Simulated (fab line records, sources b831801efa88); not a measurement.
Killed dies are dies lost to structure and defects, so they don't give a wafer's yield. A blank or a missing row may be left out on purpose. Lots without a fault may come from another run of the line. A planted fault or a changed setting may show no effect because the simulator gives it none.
One fault seen from 2 desks | flow gf180mcu | each desk has only its own numbers; what lay behind them comes last

THE TOOL OWNER'S DESK: lpcvd-02
The tool's own readings at GF_POLY_GATE_CVD_00 (deposits poly-Si, target thk 200 nm, time 1200 s): means of the sampled wafers that have a number, for each lot that ran on this tool. A lot is out of limits, marked OUT, if its mean lies more than 4 standard deviations from the usual mean; the brackets give that distance.
Columns: A = zone_power_centre_pct at GF_POLY_GATE_CVD_00, usual 9.3 %
lot  | first seen here | A
L673 | day 8 14:17     | 8.7
L674 | day 8 19:16     | 8.8
L683 | day 11 08:53    | 8.8
L684 | day 11 15:59    | 10.1
L694 | day 14 18:50    | 8.7
L695 | day 14 23:20    | 8.7
L696 | day 15 05:29    | 10.0
This desk's finding: nothing out of limits on any of the 7 lots.

THE METROLOGY DESK
What the gauges read, lot by lot, whatever tool the lot ran on: means of the sampled wafers that have a number. A lot is out of limits, marked OUT, if its mean lies more than 4 standard deviations from the usual mean; the brackets give that distance.
Columns: A = INCOMING_BOW at GF_STI_BOW_MEAS_00, usual 0 um; B = POLY_GATE_CVD_00_THK at GF_POLY_GATE_THK_MEAS_01, usual 199.8 nm; C = cd_nm at GF_POLY_GATE_CD_MEAS_18, usual 279.7 nm; D = cd_nm at GF_HV_LDD_CD_MEAS_19, usual 402.2 nm
lot  | first seen here | A  | B                | C     | D
L673 | day 1 10:00     | 5  | 198.2            | 281.8 | 398.5
L674 | day 1 15:00     | 6  | 202.1            | 282.4 | 403.9
L675 | day 1 20:01     | -0 | 198.4            | 280.6 | 401.9
L683 | day 3 12:00     | 3  | 210.0 (+5.4) OUT | 276.8 | 403.1
L684 | day 3 17:00     | -2 | 206.2            | 279.1 | 402.0
L686 | day 4 03:01     | -6 | 200.5            | 278.2 | 403.1
L688 | day 4 13:00     | 3  | 200.3            | 279.7 | 403.8
L693 | day 5 14:00     | -1 | 201.3            | 280.3 | 402.3
L694 | day 5 19:04     | 4  | 198.5            | 281.2 | 400.4
L695 | day 6 00:01     | 2  | 200.4            | 278.5 | 402.0
L696 | day 6 05:00     | 3  | 200.8            | 281.0 | 403.1
This desk's finding: out of limits on L683; first on L683, day 11 10:13 (POLY_GATE_CVD_00_THK at GF_POLY_GATE_THK_MEAS_01). In limits: L673, L674, L675, L684, L686, L688, L693, L694, L695, L696.

PUT TOGETHER
The metrology desk could have raised an alarm at day 11 10:13, on L683.
The tool owner's desk saw nothing out of limits.
The tool owner's desk has L683 on record, within its limits.
Of the lots named, all ran GF_POLY_GATE_CVD_00 on lpcvd-02.

WHAT THE SIMULATOR HAD PUT IN
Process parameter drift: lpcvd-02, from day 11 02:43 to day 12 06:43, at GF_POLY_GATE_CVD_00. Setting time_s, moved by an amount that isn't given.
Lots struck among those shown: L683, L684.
Hours from the fault's start to each desk's first reading out of limits: the metrology desk, 7.
